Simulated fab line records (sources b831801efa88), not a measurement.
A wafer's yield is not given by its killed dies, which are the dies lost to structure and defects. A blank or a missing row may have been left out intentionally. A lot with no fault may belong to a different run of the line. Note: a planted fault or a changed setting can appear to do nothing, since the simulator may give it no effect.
Lot-split experiment | flow gf180mcu | route with 602 steps; 5 lots, 23 wafers read

== ABOUT THE SPLIT ==
At GF_STI_COAT_07 (resist thk 700 nm), the setting resist_thk_nm was moved away from the recipe's 700 nm on 8 of the 23 wafers read, by -5.4% to +5.1%. For the rest of the wafers, this setting stayed at what the recipe calls for.

== FROM THE SPLIT TO THE READING: what the file shows between them, 2 steps ==
- GF_STI_ETCH_13: etches the open film in CHF3/O2, stops on Si, target depth 282.31 nm, time 112.9 s (also split here: bias_w)
- GF_STI_ETCH_14: etches Si in HBr/Cl2/O2, target depth 360 nm, time 102.9 s

== THE READING ==
oes_product_au, in a.u., at GF_STI_STRIP_15 (strips in O2/N2). A value of 0.384 a.u. with a standard deviation of 0.0047 a.u. is what fault-free wafers of this fab line usually give.

wafer  | tool, chamber at the split | resist_thk_nm as run, nm | against the recipe | oes_product_au, a.u. | against lot-mates on the recipe
L075.2 | litho_track-02, 0          | 700                      | recipe             | 0.385                | -
L075.3 | litho_track-02, 0          | 700                      | recipe             | 0.385                | -
L075.4 | litho_track-02, 0          | 700                      | recipe             | 0.388                | -
L077.1 | litho_track-02, 0          | 700                      | recipe             | 0.383                | -
L077.2 | litho_track-02, 0          | 700                      | recipe             | 0.389                | -
L077.3 | litho_track-02, 0          | 735.5                    | +5.1%              | 0.406                | +0.020
L077.4 | litho_track-02, 0          | 735.5                    | +5.1%              | 0.402                | +0.016
L077.6 | litho_track-02, 0          | 735.5                    | +5.1%              | 0.401                | +0.015
L080.2 | litho_track-01, 0          | 682.9                    | -2.4%              | 0.376                | -0.012
L080.3 | litho_track-01, 0          | 682.9                    | -2.4%              | 0.378                | -0.010
L080.4 | litho_track-01, 0          | 682.9                    | -2.4%              | 0.372                | -0.016
L080.5 | litho_track-01, 0          | 700                      | recipe             | 0.386                | -
L080.6 | litho_track-01, 0          | 700                      | recipe             | 0.389                | -
L081.1 | litho_track-02, 0          | 662.4                    | -5.4%              | 0.369                | -0.017
L081.2 | litho_track-02, 0          | 662.4                    | -5.4%              | 0.372                | -0.014
L081.3 | litho_track-02, 0          | 700                      | recipe             | 0.390                | -
L081.5 | litho_track-02, 0          | 700                      | recipe             | 0.386                | -
L081.6 | litho_track-02, 0          | 700                      | recipe             | 0.381                | -
L082.2 | litho_track-04, 0          | 700                      | recipe             | 0.388                | -
L082.3 | litho_track-04, 0          | 700                      | recipe             | 0.390                | -
L082.4 | litho_track-04, 0          | 700                      | recipe             | 0.377                | -
L082.5 | litho_track-04, 0          | 700                      | recipe             | 0.391                | -
L082.6 | litho_track-04, 0          | 700                      | recipe             | 0.386                | -

FIT RESULTS
A straight line over all 23 wafers: oes_product_au changes by +0.0033 a.u. for each +1% of resist_thk_nm; r = +0.93; the points scatter about the line by 0.0036 a.u.
The same after taking each lot's own level away (the mean of its wafers on the recipe; 23 wafers): +0.00334 a.u. for each +1%; r = +0.92; scatter 0.0037 a.u.
On that fit, the largest move of resist_thk_nm shifts the reading by 0.018 a.u.
The span of the lots' own levels, 0.3857 to 0.3875 a.u., comes to 0.4 times the standard deviation stated above.
The two slopes agree, so the slope changes little with the lot-to-lot level.
Check: with one of the wafers moved furthest among these (-5.4%) left out of the fit, the line predicts -0.0186 a.u. for it against its lot-mates. Against them it came out at -0.0167 a.u.

== OTHER SPLITS APPLIED TO THESE WAFERS ==
These wafers also went through other splits before the reading. Each is held against what the fit with the lots' levels taken away leaves over:
other split on the same wafers | wafers away from the commonest value | r with oes_product_au (lot level and that fit taken away)
GF_STI_OXIDATION_01 temp_c     | 18                                   | +0.29
GF_STI_ETCH_13 bias_w          | 6                                    | -0.01

== THE WHOLE CHAIN: every reading that the file lists as answering this split, in the file's order ==
step            | what it does                                                                       | reading                                                                    | change (the file's fit)                   | r (the file's)
GF_STI_COAT_07  | resist thk 700 nm                                                                  | KrF_of_STI_COAT_07.thk_nm (the simulator's own value, which no gauge read) | +7.05 nm for each +1% of the setting      | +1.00
GF_STI_ETCH_13  | etches the open film in CHF3/O2, stops on Si, target depth 282.31 nm, time 112.9 s | KrF_of_STI_COAT_07.thk_nm (the simulator's own value, which no gauge read) | +7.27 nm for each +1% of the setting      | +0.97
GF_STI_STRIP_15 | strips in O2/N2                                                                    | oes_product_au                                                             | +0.00321 a.u. for each +1% of the setting | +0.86
GF_STI_STRIP_15 | strips in O2/N2                                                                    | strip_time_to_endpoint_s                                                   | withheld for each +1% of the setting      | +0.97

== FILE'S OWN FIT ==
oes_product_au changes by +0.00321 a.u. for each +1% of resist_thk_nm, r = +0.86.
